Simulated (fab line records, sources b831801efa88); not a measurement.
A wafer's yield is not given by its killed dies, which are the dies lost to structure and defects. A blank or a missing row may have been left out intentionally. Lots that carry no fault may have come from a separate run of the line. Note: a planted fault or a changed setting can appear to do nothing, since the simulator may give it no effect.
fab line records | flow sky130 | part 2 of 2: steps 25 to 34 of 34
record: lots: 5 | wafers: 15 | last-day: 50
route steps=708 shown RES_XHIGH@333 SD_N@342 SD_P@359 SALICIDE@361 LI_CONTACT@362
lots that met no fault: taken from a fault-free run of the same line
start-h: start of the lot's first displayed wafer, in hours after the record's first day | wait-h: hours from the lot's prior step to this one | " unchanged from the row above | L1.1+2: several wafers, shown together as one row | - no value, or no start given | * or withheld: withheld | < > ~ a bound
route shown NAME@n: NAME is a module with steps in the file, n the number in the route of the first one | usual: average and standard deviation across the fault-free wafers | same: alike in all rows | chamber/n: place in a boat | sites: per-site readings | _std_site: standard deviation across them | _edge_site: inner sites' mean taken away from outer sites' mean | radius-mm: for every site, how far away it sits from the centre of the wafer | mask NAME#n: copy n | behind: the most recent tool/chamber to have shaped the wafer | hold: cause of the lot's hold/its duration in hours/its outcome | device: transistor that didn't switch, given as n, p or np | end of line: at the end of the route, the tests of the same wafers | a step with no rows: only its recipe | killed: count of dies lost to structure and defects at first sort (not the wafer's yield) | map: shows each die of a wafer: x if killed, . if not, _ if none is there
set.NAME: the setting the step ran with; set.NAME@STEP: the setting that earlier step ran with | model.NAME: the simulator's own value behind a step, which no gauge read
lots at some steps of the route; a table a step, a row a wafer
services: when a tool's chamber went out of use (start-h, in hours from the record's first day, below 0 if earlier), for how many hours, and the reason
== steps ==
step: SKY_SD_N_RS_MEAS_16
recipe: thk-meas-gauge: four-point-probe
usual: SD_N_RS: 68.85/0.14
lot.wafer | tool          | chamber | start-h | wait-h | SD_N_RS[ohm/sq]
L079.3    | film-metro-02 | -       | 694.51  | 0.1    | 69.15
L079.4    | "             | -       | "       | "      | 68.86
L079.5    | "             | -       | "       | "      | 69.10
L084.1    | film-metro-03 | -       | 740.22  | 0.1    | 68.70
L084.3    | "             | -       | "       | "      | 68.67
L084.6    | "             | -       | "       | "      | 68.66
L090.1    | film-metro-03 | -       | 780.47  | 0.1    | 68.87
L090.4    | "             | -       | "       | "      | 68.67
L090.5    | "             | -       | "       | "      | 68.91
L095.2    | film-metro-02 | -       | 805.24  | 0.1    | 68.94
L095.5    | "             | -       | "       | "      | 68.92
L095.6    | "             | -       | "       | "      | 69.01
L096.3    | film-metro-03 | -       | 817.30  | 0.1    | 68.60
L096.4    | "             | -       | "       | "      | 68.72
L096.6    | "             | -       | "       | "      | 68.78
step: SKY_SD_N_RS_MEAS_17
recipe: thk-meas-gauge: four-point-probe
usual: SD_P_RS: 147.1/0.4
lot.wafer | tool          | chamber | start-h | wait-h | SD_P_RS[ohm/sq]
L079.3    | film-metro-02 | -       | 694.63  | 0.1    | 147.5
L079.4    | "             | -       | "       | "      | 147.4
L079.5    | "             | -       | "       | "      | 147.7
L084.1    | film-metro-03 | -       | 740.34  | 0.1    | 147.0
L084.3    | "             | -       | "       | "      | 146.6
L084.6    | "             | -       | "       | "      | 146.8
L090.1    | film-metro-03 | -       | 780.59  | 0.1    | 146.8
L090.4    | "             | -       | "       | "      | 147.1
L090.5    | "             | -       | "       | "      | 147.6
L095.2    | film-metro-02 | -       | 805.36  | 0.1    | 147.3
L095.5    | "             | -       | "       | "      | 147.5
L095.6    | "             | -       | "       | "      | 147.3
L096.3    | film-metro-03 | -       | 817.42  | 0.1    | 146.5
L096.4    | "             | -       | "       | "      | 146.1
L096.6    | "             | -       | "       | "      | 146.9
step: SKY_SD_N_RS_MEAS_18
recipe: thk-meas-gauge: four-point-probe
usual: RES_XHIGH_RS: 332.9/1.2
lot.wafer | tool          | chamber | start-h | wait-h | RES_XHIGH_RS[ohm/sq]
L079.3    | film-metro-02 | -       | 694.75  | 0.1    | 332.8
L079.4    | "             | -       | "       | "      | 332.8
L079.5    | "             | -       | "       | "      | 332.3
L084.1    | film-metro-03 | -       | 740.46  | 0.1    | 332.9
L084.3    | "             | -       | "       | "      | 333.3
L084.6    | "             | -       | "       | "      | 334.4
L090.1    | film-metro-03 | -       | 780.71  | 0.1    | 332.9
L090.4    | "             | -       | "       | "      | 332.8
L090.5    | "             | -       | "       | "      | 333.3
L095.2    | film-metro-02 | -       | 805.48  | 0.1    | 335.3
L095.5    | "             | -       | "       | "      | 333.6
L095.6    | "             | -       | "       | "      | 335.1
L096.3    | film-metro-03 | -       | 817.54  | 0.1    | 332.8
L096.4    | "             | -       | "       | "      | 333.3
L096.6    | "             | -       | "       | "      | 332.6
step: SKY_SALICIDE_CLEAN_00
recipe: chemistry: HF-last | time-s: 30 | dilution: 100:1 | dry: ipa-marangoni
lot.wafer  | tool         | chamber | start-h | wait-h
L079.3+4+5 | wet-bench-02 | 1       | 694.83  | 0.1
L084.1+3+6 | wet-bench-01 | 0       | 740.58  | 0.1
L090.1+4+5 | wet-bench-01 | 2       | 780.83  | 0.1
L095.2+5+6 | wet-bench-02 | 1       | 805.58  | 0.1
L096.3+4+6 | wet-bench-03 | 3       | 817.62  | 0.1
step: SKY_LI_CONTACT_HDPCVD_00
recipe: material: PSG | target-thk-nm: 930 | sigma-open-frac: 0.3 | time-s: 149.8 | temp-c: 600 | sih4-flow-sccm: 60 | pressure-mtorr: 6
lot.wafer  | tool      | chamber | start-h | wait-h
L079.3+4+5 | hdpcvd-01 | 2,2,1   | 694.85  | 0.0
L084.1+3+6 | hdpcvd-02 | 1,2,0   | 740.60  | 0.0
L090.1+4+5 | hdpcvd-01 | 1,1,0   | 780.85  | 0.0
L095.2+5+6 | hdpcvd-01 | 2,2,1   | 805.60  | 0.0
L096.3+4+6 | hdpcvd-02 | 1,0,2   | 817.63  | 0.0
step: SKY_LI_CONTACT_THK_MEAS_01
recipe: reads: PSG_of_LI_CONTACT_HDPCVD_00
usual: LI_CONTACT_HDPCVD_THK: 901/9.5
lot.wafer | tool          | chamber | start-h | wait-h | LI_CONTACT_HDPCVD_THK[nm]
L079.3    | film-metro-03 | -       | 694.97  | 0.1    | 904
L079.4    | "             | -       | "       | "      | 897
L079.5    | "             | -       | "       | "      | 884
L084.1    | film-metro-04 | -       | 740.70  | 0.1    | 915
L084.3    | "             | -       | "       | "      | 899
L084.6    | "             | -       | "       | "      | 907
L090.1    | film-metro-02 | -       | 780.95  | 0.1    | 898
L090.4    | "             | -       | "       | "      | 896
L090.5    | "             | -       | "       | "      | 903
L095.2    | film-metro-03 | -       | 805.71  | 0.1    | 919
L095.5    | "             | -       | "       | "      | 925
L095.6    | "             | -       | "       | "      | 900
L096.3    | film-metro-03 | -       | 817.76  | 0.1    | 909
L096.4    | "             | -       | "       | "      | 911
L096.6    | "             | -       | "       | "      | 900
step: SKY_LI_CONTACT_CMP_02
recipe: material: PSG | down-force-psi: 4 | platen-rpm: 60 | pad-velocity-m-s: 0.94248
usual: motor-current-A: 12.7/1.7 | time-to-endpoint-s: 30.8/2.8
lot.wafer | tool   | chamber | start-h | wait-h | motor-current-A | time-to-endpoint-s
L079.3    | cmp-01 | 1       | 695.01  | 0.0    | 11.9            | 30.3
L079.4    | "      | 2       | "       | "      | 13.1            | 29.4
L079.5    | "      | 2       | "       | "      | 12.6            | 30.1
L084.1    | cmp-02 | 0       | 740.76  | 0.1    | 14.9            | 35.9
L084.3    | "      | 3       | "       | "      | 11.9            | 28.5
L084.6    | "      | 0       | "       | "      | 14.4            | 33.7
L090.4    | cmp-02 | 3       | 781.01  | 0.0    | 12.3            | 29.0
L090.1    | "      | 0       | "       | "      | 15.3            | 30.5
L090.5    | "      | 3       | "       | "      | 11.9            | 31.7
L095.2    | cmp-01 | 3       | 805.91  | 0.2    | 11.5            | 30.8
L095.5    | "      | 0       | "       | "      | 15.2            | 29.3
L095.6    | "      | 1       | "       | "      | 12.2            | 32.8
L096.4    | cmp-02 | 2       | 817.94  | 0.2    | 10.8            | 31.4
L096.3    | "      | 3       | "       | "      | 11.6            | 26.5
L096.6    | "      | 1       | "       | "      | 12.7            | 29.8
step: SKY_LI_CONTACT_BOW_MEAS_03
recipe: mode: bow
usual: LI_CONTACT_BOW: 55/7.1
lot.wafer | tool          | chamber | start-h | wait-h | LI_CONTACT_BOW[um]
L079.3    | film-metro-02 | -       | 695.35  | 0.3    | 50
L079.4    | "             | -       | "       | "      | 51
L079.5    | "             | -       | "       | "      | 50
L084.1    | film-metro-04 | -       | 741.06  | 0.2    | 49
L084.3    | "             | -       | "       | "      | 50
L084.6    | "             | -       | "       | "      | 58
L090.1    | film-metro-03 | -       | 781.31  | 0.2    | 70
L090.4    | "             | -       | "       | "      | 56
L090.5    | "             | -       | "       | "      | 51
L095.2    | film-metro-04 | -       | 806.08  | 0.1    | 52
L095.5    | "             | -       | "       | "      | 46
L095.6    | "             | -       | "       | "      | 55
L096.3    | film-metro-03 | -       | 818.23  | 0.2    | 46
L096.4    | "             | -       | "       | "      | 59
L096.6    | "             | -       | "       | "      | 44
step: SKY_LI_CONTACT_DEHYDRATE_04
recipe: temp-c: 200 | time-s: 60
usual: heater-power-total-W: 160.36/0.13 | resist-line-temp-C: 23.00/0.11
lot.wafer | tool           | chamber | start-h | wait-h | heater-power-total-W | resist-line-temp-C
L079.3    | litho-track-04 | 0       | 708.90  | 13.5   | 160.32               | 22.82
L079.4    | "              | 0       | "       | "      | 160.26               | 22.81
L079.5    | "              | 0       | "       | "      | 160.26               | 22.94
L084.1    | litho-track-04 | 0       | 754.65  | 13.6   | 160.50               | 23.00
L084.3    | "              | 0       | "       | "      | 160.29               | 23.01
L084.6    | "              | 0       | "       | "      | 160.29               | 23.12
L090.1    | litho-track-02 | 0       | 793.83  | 12.5   | 160.31               | 22.93
L090.4    | "              | 0       | "       | "      | 160.28               | 23.07
L090.5    | "              | 0       | "       | "      | 160.33               | 22.92
L095.2    | litho-track-01 | 0       | 818.79  | 12.7   | 160.17               | 22.92
L095.5    | "              | 0       | "       | "      | 160.43               | 22.83
L095.6    | "              | 0       | "       | "      | 160.23               | 22.85
L096.3    | litho-track-02 | 0       | 830.99  | 12.7   | 160.59               | 22.95
L096.4    | "              | 0       | "       | "      | 160.33               | 23.04
L096.6    | "              | 0       | "       | "      | 160.23               | 23.08
step: SKY_LI_CONTACT_HMDS_05
recipe: prime-time-s: 60 | prime-temp-c: 120
usual: prime-temp-c: 120.00/0.14 | resist-line-temp-C: 22.98/0.1
same: prime-time-s: 60
lot.wafer | tool           | chamber | start-h | wait-h | prime-temp-c | resist-line-temp-C
L079.3    | litho-track-04 | 0       | 709.05  | 0.1    | 119.91       | 23.14
L079.4    | "              | 0       | "       | "      | 119.94       | 23.05
L079.5    | "              | 0       | "       | "      | 119.99       | 22.87
L084.1    | litho-track-04 | 0       | 754.80  | 0.1    | 120.11       | 22.88
L084.3    | "              | 0       | "       | "      | 120.11       | 22.89
L084.6    | "              | 0       | "       | "      | 120.01       | 22.95
L090.1    | litho-track-02 | 0       | 793.98  | 0.1    | 120.01       | 22.90
L090.4    | "              | 0       | "       | "      | 120.08       | 22.74
L090.5    | "              | 0       | "       | "      | 120.15       | 22.84
L095.2    | litho-track-01 | 0       | 818.94  | 0.1    | 119.98       | 22.90
L095.5    | "              | 0       | "       | "      | 120.06       | 22.73
L095.6    | "              | 0       | "       | "      | 120.14       | 22.98
L096.3    | litho-track-02 | 0       | 831.14  | 0.1    | 120.07       | 22.90
L096.4    | "              | 0       | "       | "      | 120.13       | 22.88
L096.6    | "              | 0       | "       | "      | 120.40       | 22.91
== services ==
tool             | chamber | start-h | hours | kind
hdpcvd-01        | -       | 628.39  | 5.5   | pm
plasma-asher-01  | -       | 631.24  | 1.1   | repair
hdpcvd-01        | -       | 650.75  | 15.0  | pm
iline-stepper-01 | -       | 668.93  | 7.1   | repair
iline-stepper-01 | -       | 689.68  | 1.7   | pm
hdpcvd-02        | -       | 701.62  | 1.2   | repair
iline-stepper-02 | -       | 716.66  | 1.7   | pm
cmp-02           | -       | 718.43  | 3.5   | pm
cmp-01           | -       | 728.44  | 1.1   | repair
plasma-asher-01  | -       | 733.75  | 9.0   | pm
implanter-03     | -       | 737.63  | 2.0   | repair
hdpcvd-01        | -       | 738.14  | 2.5   | repair
cmp-02           | -       | 738.70  | 1.0   | repair
hdpcvd-02        | 2       | 752.34  | 11.7  | repair
cmp-01           | -       | 762.74  | 4.0   | pm
rtp-anneal-02    | -       | 768.44  | 4.4   | pm
hdpcvd-02        | 0       | 771.59  | 9.1   | repair
plasma-asher-01  | -       | 782.45  | 0.7   | repair
cmp-02           | -       | 791.90  | 0.3   | repair
implanter-03     | -       | 793.49  | 5.2   | pm
plasma-asher-03  | -       | 794.89  | 1.0   | repair
implanter-02     | -       | 806.73  | 1.8   | repair
hdpcvd-01        | -       | 821.78  | 1.2   | repair
implanter-02     | -       | 822.22  | 2.4   | repair
